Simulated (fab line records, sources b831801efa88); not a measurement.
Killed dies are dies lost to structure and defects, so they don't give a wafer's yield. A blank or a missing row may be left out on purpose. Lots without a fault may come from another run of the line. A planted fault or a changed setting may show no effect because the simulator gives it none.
fab line records | flow sky130 | part 1 of 2: steps 1 to 23 of 31
record lots=5 wafers=15 last_day=50
route steps=708 shown METAL5@671 PASSIVATION@681 PAD_OPEN@694
lots that met no fault: from a run of the same line without faults
start_h: hours from the record's first day to the start of the lot's first wafer shown | wait_h: hours since the lot's step before | " the same as in the row above | L1.1+2: a row that stands for several wafers | - no value, or no start given | * or withheld: withheld | < > ~ a bound
route shown NAME@n: a module of which the file shows steps, and the number in the route of the first | usual: mean/standard deviation of fault-free wafers | same: alike in all rows | chamber/n: place in a boat | sites: the reading at each site | _std_site: their standard deviation | _edge_site: outer sites' mean less inner sites' | radius_mm: how far each site lies from the wafer's centre | mask NAME#n: copy n | behind: the tool/chamber that last shaped the wafer | hold: why the lot was held/for how many hours/how that ended | device: the transistor (n, p or np) that didn't switch | end of line: the same wafers' tests at the end of the route | a step without rows: its recipe alone | killed: dies lost to structure and defects at the first sort, not the wafer's yield | map: a wafer's dies, x killed, . not, _ none there
set.NAME: the setting as run; set.NAME@STEP: as run at that earlier step | model.NAME: the simulator's own value behind a step, which no gauge read
lots at some steps of the route; a table a step, a row a wafer
services: from which hour (start_h, from the record's first day; less than 0 if before it) a tool's chamber was out of use, for how many hours, and why
## steps
# step SKY_METAL5_SOFTBAKE_10
# recipe temp_c=90 time_s=60 resist=NOVOLAK
# usual exhaust_pa=45.2/0.89
# same time_s=60
# columns lot.wafer tool chamber start_h wait_h exhaust_pa
L084.1 litho_track-04 0 1082.56 0.1 46.3
L084.3 " 0 " " 45.0
L084.5 " 0 " " 44.9
L089.3 litho_track-01 0 1112.38 0.1 46.6
L089.5 " 0 " " 46.4
L089.6 " 0 " " 45.2
L091.1 litho_track-04 0 1122.71 0.1 46.2
L091.5 " 0 " " 45.2
L091.6 " 0 " " 44.7
L096.1 litho_track-04 0 1148.11 0.1 46.2
L096.2 " 0 " " 44.6
L096.3 " 0 " " 44.4
L097.1 litho_track-04 0 1151.46 0.1 44.9
L097.2 " 0 " " 44.9
L097.6 " 0 " " 44.5
# step SKY_METAL5_EXPOSE_11
# recipe mask_id=MM5 na=0.6 source_shape=conventional sigma_outer=0.6 polarization=unpolarized target_cd_nm=1600 dose_mj=190
# usual exposure_dose_mJ_cm2=189.98/0.2 stage_vel_mm_s=500.02/0.24
# columns lot.wafer tool chamber start_h wait_h mask exposure_dose_mJ_cm2 stage_vel_mm_s
L084.1 iline_stepper-01 0 - - MM5#0 190.01 500.20
L084.3 " 0 " " MM5#0 189.97 499.94
L084.5 " 0 " " MM5#0 189.88 500.10
L089.3 iline_stepper-02 0 - - MM5#0 190.29 499.55
L089.5 " 0 " " MM5#0 190.11 499.51
L089.6 " 0 " " MM5#0 190.05 499.79
L091.1 iline_stepper-01 0 - - MM5#0 189.74 499.77
L091.5 " 0 " " MM5#0 189.90 499.87
L091.6 " 0 " " MM5#0 190.14 499.79
L096.1 iline_stepper-01 0 - - MM5#0 189.92 499.98
L096.2 " 0 " " MM5#0 190.09 499.84
L096.3 " 0 " " MM5#0 189.66 500.19
L097.1 iline_stepper-02 0 - - MM5#0 190.04 499.98
L097.2 " 0 " " MM5#0 189.91 499.92
L097.6 " 0 " " MM5#0 189.97 499.74
# step SKY_METAL5_PEB_12
# recipe temp_c=withheld time_s=* resist=NOVOLAK
# usual exhaust_pa=45.2/0.87
# same time_s=*
# columns lot.wafer tool chamber start_h wait_h exhaust_pa
L084.1 litho_track-04 0 - - 45.6
L084.3 " 0 " " 46.4
L084.5 " 0 " " 46.3
L089.3 litho_track-01 0 - - 44.0
L089.5 " 0 " " 44.6
L089.6 " 0 " " 45.9
L091.1 litho_track-02 0 - - 45.1
L091.5 " 0 " " 43.3
L091.6 " 0 " " 42.8
L096.1 litho_track-04 0 - - 47.0
L096.2 " 0 " " 46.7
L096.3 " 0 " " 46.5
L097.1 litho_track-02 0 - - 45.1
L097.2 " 0 " " 45.7
L097.6 " 0 " " 44.8
# step SKY_METAL5_DEVELOP_13
# recipe resist=NOVOLAK developer=TMAH develop_time_s=60 dev_temp_c=23
# usual exhaust_pa=45.0/0.82
# columns lot.wafer tool chamber start_h wait_h exhaust_pa
L084.1 litho_track-04 0 1092.51 0.1 44.5
L084.3 " 0 " " 45.3
L084.5 " 0 " " 44.7
L089.3 litho_track-01 0 1121.43 0.1 45.0
L089.5 " 0 " " 44.6
L089.6 " 0 " " 43.4
L091.1 litho_track-02 0 1132.24 0.1 46.5
L091.5 " 0 " " 43.8
L091.6 " 0 " " 45.0
L096.1 litho_track-04 0 1156.76 0.1 44.8
L096.2 " 0 " " 45.1
L096.3 " 0 " " 44.9
L097.1 litho_track-02 0 1159.89 0.1 44.5
L097.2 " 0 " " 45.0
L097.6 " 0 " " 45.7
# step SKY_METAL5_DESCUM_14
# recipe chemistry=O2 source_power_w=150 bias_power_w=0 pressure_mtorr=10 temp_c=40 time_s=11
# usual drypump_motor_current_A=5.6/0.37 oes_product_au=1.009/0.012
# same time_s=11
# columns lot.wafer tool chamber start_h wait_h drypump_motor_current_A oes_product_au rf_hours_counter_h
L084.1 rie_metal-03 0 1092.66 0.1 5.4 1.018 9
L084.3 " 0 " " 5.4 1.021 -
L084.5 " 0 " " 5.4 1.010 -
L089.3 rie_metal-03 0 1121.54 0.1 5.4 1.010 -
L089.5 " 0 " " 5.4 1.001 -
L089.6 " 1 " " 5.9 1.021 -
L091.1 rie_metal-03 0 1132.39 0.1 5.4 1.006 12
L091.5 " 1 " " 5.9 1.026 -
L091.6 " 0 " " 5.4 1.013 -
L096.1 rie_metal-03 0 1156.91 0.1 5.4 1.005 15
L096.2 " 1 " " 5.9 1.020 18
L096.3 " 0 " " 5.4 0.998 -
L097.1 rie_metal-03 1 1160.04 0.1 5.9 1.021 18
L097.2 " 0 " " 5.4 1.002 15
L097.6 " 1 " " 5.9 1.016 -
# step SKY_METAL5_METAL_ETCH_15
# recipe target_depth_a=12600 stop_on=SiO2 over_etch_frac=0.2 time_s=252 chemistry=Cl2/BCl3 resist_sidewall_deg=86 pressure_mtorr=10 icp_w=900 bias_w=48.5 Cl2_flow_sccm=60 bcl3_flow_sccm=30
# usual drypump_motor_current_A=5.6/0.37 oes_product_au=0.894/0.0051 throttle_valve_pct=22.262/0.0085
# same time_s=252
# columns lot.wafer tool chamber start_h wait_h drypump_motor_current_A oes_product_au rf_hours_counter_h throttle_valve_pct
L084.1 rie_metal-03 0 1092.70 0.0 5.4 0.889 9 22.266
L084.3 " 0 " " 5.4 0.893 - 22.265
L084.5 " 0 " " 5.4 0.891 - 22.273
L089.3 rie_metal-03 0 1121.64 0.1 5.4 0.892 - 22.266
L089.5 " 0 " " 5.4 0.895 - 22.273
L089.6 " 1 " " 5.9 0.888 - 22.270
L091.1 rie_metal-03 0 1132.43 0.0 5.4 0.899 12 22.270
L091.5 " 1 " " 5.9 0.895 - 22.260
L091.6 " 0 " " 5.4 0.894 - 22.279
L096.1 rie_metal-03 0 1156.95 0.0 5.4 0.890 15 22.266
L096.2 " 1 " " 5.9 0.904 18 22.270
L096.3 " 0 " " 5.4 0.886 - 22.275
L097.1 rie_metal-03 1 1160.08 0.0 5.9 0.896 18 22.271
L097.2 " 0 " " 5.4 0.901 15 22.255
L097.6 " 1 " " 5.9 0.892 - 22.260
# step SKY_METAL5_STRIP_16
# recipe chemistry=O2/N2 power_w=1400 pressure_mtorr=1500 platen_temp_c=withheld o2_flow_sccm=3000 n2_flow_sccm=300 overash_fraction=0.5
# usual drypump_motor_current_A=5.94/0.28 o2_flow_sccm=3001/8.5 oes_product_au=0.710/0.0046 strip_time_to_endpoint_s=12.96/0.17
# same overash_fraction=0.5
# columns lot.wafer tool chamber start_h wait_h drypump_motor_current_A o2_flow_sccm oes_product_au rf_hours_counter_h strip_time_to_endpoint_s
L084.1 plasma_asher-02 0 1092.93 0.2 5.53 3011 0.709 98 12.87
L084.3 " 1 " " 6.14 2994 0.712 - 12.86
L084.5 " 1 " " 6.14 3002 0.706 - 12.81
L089.3 plasma_asher-02 1 1121.83 0.1 6.16 2998 0.715 - 13.03
L089.5 " 1 " " 6.16 3002 0.701 - 13.03
L089.6 " 0 " " 5.48 3002 0.709 - 12.89
L091.1 plasma_asher-02 0 1132.66 0.2 5.49 3017 0.712 102 12.81
L091.5 " 0 " " 5.50 3014 0.709 - 12.82
L091.6 " 1 " " 6.16 3013 0.705 - 12.97
L096.1 plasma_asher-02 1 1157.18 0.2 6.15 3008 0.707 105 12.89
L096.2 " 0 " " 5.51 2995 0.710 105 12.72
L096.3 " 0 " " 5.51 3009 0.713 - 12.85
L097.1 plasma_asher-03 0 1160.31 0.2 5.55 3010 0.708 72 12.74
L097.2 " 1 " " 6.06 2984 0.705 72 12.99
L097.6 " 1 " " 6.06 3009 0.703 - 12.77
# step SKY_METAL5_STRIP_17
# recipe chemistry=post_etch_residue_remover time_s=1200 temp_c=72.5
# same time_s=1200
# columns lot.wafer tool chamber start_h wait_h
L084.1+3+5 wet_bench-03 0 1093.03 0.1
L089.3+5+6 wet_bench-01 2 1121.90 0.0
L091.1+5+6 wet_bench-01 3 1132.76 0.1
L096.1+2+3 wet_bench-03 3 1157.28 0.1
L097.1+2+6 wet_bench-03 1 1160.41 0.1
# step SKY_METAL5_CLEAN_18
# recipe chemistry=IPA time_s=180 temp_c=25
# same time_s=180
# columns lot.wafer tool chamber start_h wait_h
L084.1+3+5 wet_bench-03 2 1093.37 0.0
L089.3+5+6 wet_bench-01 3 1122.24 0.0
L091.1+5+6 wet_bench-03 2 1133.10 0.0
L096.1+2+3 wet_bench-01 2 1157.66 0.0
L097.1+2+6 wet_bench-01 2 1160.79 0.0
# step SKY_METAL5_CLEAN_19
# recipe chemistry=O3/DIW dry=n2_spin
# columns lot.wafer tool chamber start_h wait_h
L084.1+3+5 wet_bench-03 2 1093.43 0.0
L089.3+5+6 wet_bench-01 0 1122.30 0.0
L091.1+5+6 wet_bench-01 1 1133.17 0.0
L096.1+2+3 wet_bench-01 1 1157.71 0.0
L097.1+2+6 wet_bench-01 2 1160.84 0.0
# step SKY_PASSIVATION_CVD_00
# recipe material=SiO2 target_thk_nm=90 temp_c=400 time_s=withheld rf_w=600
# usual heater_power_outer_w=358/50 heater_power_w=626/74
# columns lot.wafer tool chamber start_h wait_h heater_power_outer_w heater_power_w
L084.1 pecvd-01 1 1093.52 0.0 424 733
L084.3 " 0 " " 375 696
L084.5 " 1 " " 436 725
L089.3 pecvd-04 1 1122.39 0.0 285 498
L089.5 " 0 " " 466 793
L089.6 " 2 " " 292 515
L091.1 pecvd-04 0 1133.26 0.0 419 719
L091.5 " 2 " " 357 601
L091.6 " 0 " " 431 732
L096.1 pecvd-03 0 1157.81 0.0 387 676
L096.2 " 1 " " 347 605
L096.3 " 2 " " 321 556
L097.1 pecvd-04 1 1160.94 0.0 354 607
L097.2 " 2 " " 383 622
L097.6 " 2 " " 389 624
# step SKY_PASSIVATION_THK_MEAS_01
# recipe reads=SiO2_of_PASSIVATION_CVD_00
# usual PASSIVATION_CVD_00_THK=90.0/1.4
# columns lot.wafer tool chamber start_h wait_h PASSIVATION_CVD_00_THK[nm]
L084.1 film_metro-03 - 1093.55 - 89.3
L084.3 " - " " 89.9
L084.5 " - " " 90.1
L089.3 film_metro-03 - 1122.43 - 89.8
L089.5 " - " " 88.2
L089.6 " - " " 89.0
L091.1 film_metro-02 - 1133.28 - 86.5
L091.5 " - " " 87.4
L091.6 " - " " 87.7
L096.1 film_metro-02 - 1157.83 - 88.6
L096.2 " - " " 89.7
L096.3 " - " " 92.1
L097.1 film_metro-01 - 1160.96 - 91.0
L097.2 " - " " 88.9
L097.6 " - " " 89.8
# step SKY_PASSIVATION_CVD_02
# recipe material=Si3N4 target_thk_nm=540 temp_c=400 time_s=withheld rf_w=450
# usual heater_power_outer_w=402/49 heater_power_w=691/71
# columns lot.wafer tool chamber start_h wait_h heater_power_outer_w heater_power_w
L084.1 pecvd-03 1 1093.61 0.1 402 658
L084.3 " 2 " " 392 654
L084.5 " 0 " " 393 680
L089.3 pecvd-01 2 1122.47 0.0 371 656
L089.5 " 1 " " 458 783
L089.6 " 2 " " 387 667
L091.1 pecvd-03 0 1133.34 0.1 344 612
L091.5 " 1 " " 453 754
L091.6 " 0 " " 370 639
L096.1 pecvd-04 1 1157.89 0.1 324 581
L096.2 " 0 " " 544 873
L096.3 " 0 " " 399 700
L097.1 pecvd-01 1 1161.02 0.1 459 751
L097.2 " 0 " " 350 656
L097.6 " 1 " " 374 642
# step SKY_PASSIVATION_THK_MEAS_03
# recipe reads=Si3N4_of_PASSIVATION_CVD_02
# usual PASSIVATION_CVD_02_THK=538/7
# columns lot.wafer tool chamber start_h wait_h PASSIVATION_CVD_02_THK[nm]
L084.1 film_metro-02 - 1093.83 - 547
L084.3 " - " " 541
L084.5 " - " " 545
L089.3 film_metro-02 - 1122.72 - 530
L089.5 " - " " 545
L089.6 " - " " 544
L091.1 film_metro-01 - 1133.57 - 543
L091.5 " - " " 548
L091.6 " - " " 550
L096.1 film_metro-01 - 1158.23 - 536
L096.2 " - " " 530
L096.3 " - " " 544
L097.1 film_metro-01 - 1161.36 - 529
L097.2 " - " " 532
L097.6 " - " " 540
# step SKY_PASSIVATION_DEHYDRATE_04
# recipe temp_c=200 time_s=60
# usual exhaust_pa=45.1/0.98
# same time_s=60
# columns lot.wafer tool chamber start_h wait_h exhaust_pa
L084.1 litho_track-04 0 1103.21 9.4 46.6
L084.3 " 0 " " 44.9
L084.5 " 0 " " 44.2
L089.3 litho_track-04 0 1131.76 9.0 45.0
L089.5 " 0 " " 45.2
L089.6 " 0 " " 46.8
L091.1 litho_track-04 0 1142.06 8.5 45.6
L091.5 " 0 " " 46.9
L091.6 " 0 " " 46.6
L096.1 litho_track-01 0 1166.38 8.1 43.9
L096.2 " 0 " " 45.3
L096.3 " 0 " " 45.7
L097.1 litho_track-03 0 1169.44 8.1 44.6
L097.2 " 0 " " 44.1
L097.6 " 0 " " 42.9
# step SKY_PASSIVATION_HMDS_05
# recipe prime_time_s=60 prime_temp_c=120
# usual exhaust_pa=45.0/0.96
# columns lot.wafer tool chamber start_h wait_h exhaust_pa
L084.1 litho_track-04 0 1103.36 0.1 45.0
L084.3 " 0 " " 44.2
L084.5 " 0 " " 45.0
L089.3 litho_track-04 0 1131.91 0.1 43.9
L089.5 " 0 " " 45.9
L089.6 " 0 " " 45.9
L091.1 litho_track-04 0 1142.21 0.1 43.7
L091.5 " 0 " " 43.9
L091.6 " 0 " " 44.0
L096.1 litho_track-01 0 1166.53 0.1 45.9
L096.2 " 0 " " 46.1
L096.3 " 0 " " 44.5
L097.1 litho_track-03 0 1169.59 0.1 47.0
L097.2 " 0 " " 45.3
L097.6 " 0 " " 45.0
# step SKY_PASSIVATION_COAT_06
# recipe spin_rpm=2000 resist_thk_nm=3000
# usual dispense_pressure_kPa=53.6/1.4 exhaust_pa=44.9/1
# columns lot.wafer tool chamber start_h wait_h dispense_pressure_kPa exhaust_pa
L084.1 litho_track-04 0 1103.51 0.1 55.5 44.0
L084.3 " 0 " " 55.5 44.7
L084.5 " 0 " " 55.5 44.8
L089.3 litho_track-04 0 1132.06 0.1 55.5 44.1
L089.5 " 0 " " 55.5 45.5
L089.6 " 0 " " 55.5 44.8
L091.1 litho_track-04 0 1142.36 0.1 55.5 45.6
L091.5 " 0 " " 55.5 45.2
L091.6 " 0 " " 55.5 46.4
L096.1 litho_track-01 0 1166.68 0.1 53.0 44.8
L096.2 " 0 " " 53.0 44.0
L096.3 " 0 " " 53.0 44.8
L097.1 litho_track-03 0 1169.74 0.1 52.1 45.5
L097.2 " 0 " " 52.1 44.2
L097.6 " 0 " " 52.1 44.6
# step SKY_PASSIVATION_SOFTBAKE_07
# recipe temp_c=110 time_s=withheld
# usual exhaust_pa=44.9/0.84
# columns lot.wafer tool chamber start_h wait_h exhaust_pa
L084.1 litho_track-04 0 1103.66 0.1 44.5
L084.3 " 0 " " 45.0
L084.5 " 0 " " 43.6
L089.3 litho_track-04 0 1132.23 0.1 45.1
L089.5 " 0 " " 46.1
L089.6 " 0 " " 44.1
L091.1 litho_track-04 0 1142.51 0.1 45.2
L091.5 " 0 " " 45.7
L091.6 " 0 " " 43.8
L096.1 litho_track-01 0 1166.83 0.1 45.0
L096.2 " 0 " " 45.1
L096.3 " 0 " " 45.3
L097.1 litho_track-03 0 1169.89 0.1 44.6
L097.2 " 0 " " 45.9
L097.6 " 0 " " 44.5
# step SKY_PASSIVATION_EXPOSE_08
# recipe mask_id=NSM target_cd_nm=3000 na=0.57 dose_mj=260
# usual exposure_dose_mJ_cm2=260.04/0.29 stage_vel_mm_s=500.01/0.25
# columns lot.wafer tool chamber start_h wait_h mask exposure_dose_mJ_cm2 stage_vel_mm_s
L084.1 iline_stepper-01 0 - - NSM#0 259.44 500.35
L084.3 " 0 " " NSM#0 259.53 500.01
L084.5 " 0 " " NSM#0 259.75 500.32
L089.3 iline_stepper-02 0 - - NSM#0 259.81 499.94
L089.5 " 0 " " NSM#0 259.99 499.73
L089.6 " 0 " " NSM#0 260.20 499.83
L091.1 iline_stepper-02 0 - - NSM#0 260.05 499.75
L091.5 " 0 " " NSM#0 259.44 499.93
L091.6 " 0 " " NSM#0 259.98 500.08
L096.1 iline_stepper-01 0 - - NSM#0 260.35 499.96
L096.2 " 0 " " NSM#0 260.14 500.27
L096.3 " 0 " " NSM#0 260.53 500.20
L097.1 iline_stepper-01 0 - - NSM#0 260.00 500.08
L097.2 " 0 " " NSM#0 260.14 499.74
L097.6 " 0 " " NSM#0 260.21 499.60
# step SKY_PASSIVATION_PEB_09
# recipe temp_c=115 time_s=withheld
# usual exhaust_pa=44.9/0.93
# columns lot.wafer tool chamber start_h wait_h exhaust_pa
L084.1 litho_track-04 0 - - 44.6
L084.3 " 0 " " 45.3
L084.5 " 0 " " 45.0
L089.3 litho_track-03 0 - - 42.9
L089.5 " 0 " " 43.4
L089.6 " 0 " " 44.3
L091.1 litho_track-03 0 - - 44.7
L091.5 " 0 " " 45.9
L091.6 " 0 " " 44.7
L096.1 litho_track-03 0 - - 44.3
L096.2 " 0 " " 45.2
L096.3 " 0 " " 44.6
L097.1 litho_track-04 0 - - 44.2
L097.2 " 0 " " 43.7
L097.6 " 0 " " 42.9
# step SKY_PASSIVATION_DEVELOP_10
# recipe develop_time_s=60 dev_temp_c=23
# usual exhaust_pa=44.9/0.95
# columns lot.wafer tool chamber start_h wait_h exhaust_pa
L084.1 litho_track-04 0 - - 47.2
L084.3 " 0 " " 46.5
L084.5 " 0 " " 46.4
L089.3 litho_track-03 0 - - 46.8
L089.5 " 0 " " 45.9
L089.6 " 0 " " 44.7
L091.1 litho_track-03 0 - - 43.7
L091.5 " 0 " " 44.8
L091.6 " 0 " " 44.3
L096.1 litho_track-03 0 - - 43.4
L096.2 " 0 " " 44.8
L096.3 " 0 " " 43.6
L097.1 litho_track-04 0 - - 44.5
L097.2 " 0 " " 45.0
L097.6 " 0 " " 44.2
# step SKY_PASSIVATION_ETCH_11
# recipe chemistry=CF4/O2 target_depth_nm=725 stop_on=AlCu source_w=800 bias_w=150 pressure_mtorr=150 cf4_flow_sccm=80 O2_flow_sccm=10 time_s=161.1
# usual O2_flow_sccm=10.001/0.028 drypump_motor_current_A=5.5/0.38 oes_product_au=0.976/0.0073 throttle_valve_pct=5.963/0.0095
# same time_s=161.1
# columns lot.wafer tool chamber start_h wait_h O2_flow_sccm drypump_motor_current_A oes_product_au rf_hours_counter_h throttle_valve_pct
L084.1 rie_diel-02 3 1113.76 - 10.006 5.8 0.980 15 5.964
L084.3 " 0 " " 10.001 5.2 0.986 12 5.957
L084.5 " 2 " " 9.986 5.5 0.960 - 5.962
L089.3 rie_diel-02 1 1141.49 - 9.981 6.0 0.979 15 5.958
L089.5 " 1 " " 10.038 6.0 0.981 - 5.963
L089.6 " 0 " " 9.998 5.2 0.983 - 5.967
L091.1 rie_diel-02 0 1151.94 - 10.020 5.2 0.973 14 5.951
L091.5 " 0 " " 9.967 5.2 0.987 - 5.951
L091.6 " 3 " " 9.952 5.8 0.979 - 5.962
L096.1 rie_diel-02 3 1174.94 - 10.004 5.8 0.973 18 5.963
L096.2 " 1 " " 10.004 6.0 0.965 16 5.965
L096.3 " 0 " " 9.997 5.2 0.991 15 5.968
L097.1 rie_diel-02 1 1177.91 - 9.978 6.0 0.977 16 5.947
L097.2 " 0 " " 9.979 5.2 0.974 15 5.961
L097.6 " 3 " " 9.989 5.8 0.980 - 5.985
# step SKY_PASSIVATION_STRIP_12
# recipe chemistry=O2/N2 power_w=1400 pressure_mtorr=1500 platen_temp_c=withheld overash_fraction=0.7 o2_flow_sccm=3000 n2_flow_sccm=300
# usual drypump_motor_current_A=5.7/0.33 o2_flow_sccm=3000/9 oes_product_au=0.661/0.0051 strip_time_to_endpoint_s=31.58/0.16
# same overash_fraction=0.7
# columns lot.wafer tool chamber start_h wait_h drypump_motor_current_A o2_flow_sccm oes_product_au rf_hours_counter_h strip_time_to_endpoint_s
L084.1 plasma_asher-03 0 1113.87 0.1 5.6 3003 0.663 67 31.70
L084.3 " 1 " " 6.1 2992 0.661 - 31.54
L084.5 " 1 " " 6.0 3003 0.653 - 31.71
L089.3 plasma_asher-03 1 1141.63 0.1 6.0 3007 0.663 - 31.31
L089.5 " 0 " " 5.6 2999 0.658 - 31.29
L089.6 " 1 " " 6.0 3004 0.661 - 31.42
L091.1 plasma_asher-03 1 1152.05 0.1 6.1 3011 0.659 71 31.60
L091.5 " 1 " " 6.1 3016 0.671 - 31.52
L091.6 " 0 " " 5.5 2995 0.651 - 31.74
L096.1 plasma_asher-01 1 1175.05 0.1 5.2 2997 0.658 11 31.70
L096.2 " 0 " " 5.8 3001 0.658 11 31.66
L096.3 " 1 " " 5.2 3007 0.661 - 31.63
L097.1 plasma_asher-02 0 1178.02 0.1 5.5 3008 0.665 107 31.56
L097.2 " 1 " " 6.1 2993 0.661 107 31.66
L097.6 " 0 " " 5.5 2997 0.659 - 31.76
